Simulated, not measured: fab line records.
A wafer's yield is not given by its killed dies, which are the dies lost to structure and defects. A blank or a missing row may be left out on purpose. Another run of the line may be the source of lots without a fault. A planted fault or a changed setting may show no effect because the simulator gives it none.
Chamber matching | flow sfq-line | 3 sister chambers for SFQ_TRILAYER_I2_DEP_PECVD_063 on pecvd-02
The step deposits SiO2 from SiH4/N2O, time 111.11 s, target thk 500 nm. 6 wafers are shown with their chamber, then 8 later ones without.

WAFERS, EACH WITH ITS CHAMBER
wafer  | chamber | throttle-valve-pct (%) | heater-power-w (W)
L250.1 | 2       | 24.3                   | 69
L251.2 | 2       | 24.5                   | 81
L256.1 | 1       | 26.6                   | 96
L256.5 | 0       | 25.1                   | 89
L256.6 | 1       | 26.5                   | 96
L257.2 | 0       | 25.3                   | 90

WAFERS WHOSE CHAMBER IS MISSING
wafer  | throttle-valve-pct (%) | heater-power-w (W)
L257.3 | 24.6                   | 74
L257.5 | 26.7                   | 96
L258.1 | 24.7                   | 77
L258.3 | 26.6                   | 91
L258.4 | 25.4                   | 78
L259.1 | 26.6                   | 101
L259.3 | 25.3                   | 90
L259.4 | 25.2                   | 95

EACH ONE'S CHAMBER
wafer  | from the rows above | in truth
L257.3 | 2                   | 2
L257.5 | 1                   | 1
L258.1 | 2                   | 2
L258.3 | 1                   | 1
L258.4 | 0                   | 0
L259.1 | 1                   | 1
L259.3 | 0                   | 0
L259.4 | 0                   | 0
Placed correctly: 8 of 8. Left unplaced by these rows: 0. Placed wrongly: 0.
How it was worked out, from the rows above alone: a wafer's distance from a chamber is the root of the sum, over the readings, of the square of ((its reading less the chamber's mean) divided by the reading's scatter). The wafer belongs to the nearest chamber; if the next one is less than 2 further off, it can't be placed. Each chamber's mean is taken over the wafers shown for it. The scatter: take each reading less its chamber's mean, square it, sum over the shown wafers, divide by the number of wafers less the number of chambers, and take the root.
